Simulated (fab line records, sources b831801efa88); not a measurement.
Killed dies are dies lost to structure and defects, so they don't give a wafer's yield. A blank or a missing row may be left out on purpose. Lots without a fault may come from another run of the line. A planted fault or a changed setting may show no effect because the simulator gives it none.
Split-lot experiment | flow gf180mcu | 5 lots, 23 wafers read, on a route of 602 steps

THE SPLIT
At GF_M4_SPUTTER_04 (material TiN, target thk 50 nm, time 41.7 s), the setting power_w was moved away from the recipe's 6500 W on 9 of the 23 wafers read, by -8.6% to +11.6%. The other wafers ran this setting at the recipe's value.

The reading is taken at the split's own step.

THE READING
TiN_of_M4_SPUTTER_04.thk_nm (the simulator's own value, which no gauge read), in nm, at GF_M4_SPUTTER_04 (material TiN, target thk 50 nm, time 41.7 s). The file gives no usual value for it. The 14 wafers here that ran the recipe average 49.87 nm, standard deviation 0.49 nm.

wafer  | tool, chamber at the split | power_w as run, W | against the recipe | TiN_of_M4_SPUTTER_04.thk_nm, nm | against lot-mates on the recipe
L074.1 | pvd_sputter-03, -          | 6500              | recipe             | 49.85                           | -
L074.2 | pvd_sputter-03, -          | 6500              | recipe             | 49.56                           | -
L074.6 | pvd_sputter-03, -          | 6500              | recipe             | 49.51                           | -
L076.1 | pvd_sputter-02, -          | 6183              | -4.9%              | 48.08                           | -2.13
L076.2 | pvd_sputter-02, -          | 6500              | recipe             | 50.36                           | -
L076.4 | pvd_sputter-02, -          | 6500              | recipe             | 50.09                           | -
L076.5 | pvd_sputter-02, -          | 6183              | -4.9%              | 47.54                           | -2.67
L076.6 | pvd_sputter-02, -          | 6500              | recipe             | 50.18                           | -
L077.1 | pvd_sputter-03, -          | 6500              | recipe             | 49.19                           | -
L077.2 | pvd_sputter-03, -          | 6500              | recipe             | 49.71                           | -
L077.3 | pvd_sputter-03, -          | 7257              | +11.6%             | 55.05                           | +5.51
L077.5 | pvd_sputter-03, -          | 6500              | recipe             | 49.73                           | -
L077.6 | pvd_sputter-03, -          | 7257              | +11.6%             | 55.18                           | +5.64
L079.1 | pvd_sputter-04, -          | 6500              | recipe             | 50.98                           | -
L079.2 | pvd_sputter-04, -          | 5939              | -8.6%              | 45.83                           | -4.60
L079.3 | pvd_sputter-04, -          | 6500              | recipe             | 50.51                           | -
L079.4 | pvd_sputter-04, -          | 5939              | -8.6%              | 45.03                           | -5.40
L079.5 | pvd_sputter-04, -          | 6500              | recipe             | 49.81                           | -
L080.1 | pvd_sputter-02, -          | 6500              | recipe             | 49.1                            | -
L080.2 | pvd_sputter-02, -          | 6877              | +5.8%              | 52.35                           | +2.98
L080.4 | pvd_sputter-02, -          | 6500              | recipe             | 49.64                           | -
L080.5 | pvd_sputter-02, -          | 6877              | +5.8%              | 52.31                           | +2.94
L080.6 | pvd_sputter-02, -          | 6877              | +5.8%              | 52.43                           | +3.06

THE FIT
A straight line over all 23 wafers: TiN_of_M4_SPUTTER_04.thk_nm changes by +0.463 nm for each +1% of power_w; r = +0.98; the points scatter about the line by 0.46 nm.
The same after taking each lot's own level away (the mean of its wafers on the recipe; 23 wafers): +0.515 nm for each +1%; r = +0.99; scatter 0.34 nm.
On that fit, the largest move of power_w shifts the reading by 6 nm.
The lots' own levels span 49.370 to 50.433 nm, that is 2.2 times the standard deviation above.
So the lot-to-lot level changes the slope: the two fits differ.
Check: with one of the wafers moved furthest among these (+11.6%) left out of the fit, the line predicts +6.06 nm for it against its lot-mates. It came out at +5.51 nm against them.

OTHER SPLITS ON THESE WAFERS
These wafers also went through other splits before the reading. Each is held against what the fit with the lots' levels taken away leaves over:
other split on the same wafers  | wafers away from the commonest value | r with TiN_of_M4_SPUTTER_04.thk_nm (lot level and that fit taken away)
GF_M3_SPUTTER_04 power_w        | 8                                    | +0.50
GF_V3_CMP_04 leave_above_ref_nm | 6                                    | -0.16
GF_V3_EXPOSE_11 dose_mj         | 8                                    | -0.07
GF_M4_SPUTTER_02 time_s         | 10                                   | -0.06

THE FILE'S OWN FIT
TiN_of_M4_SPUTTER_04.thk_nm changes by +0.512 nm for each +1% of power_w, r = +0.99.
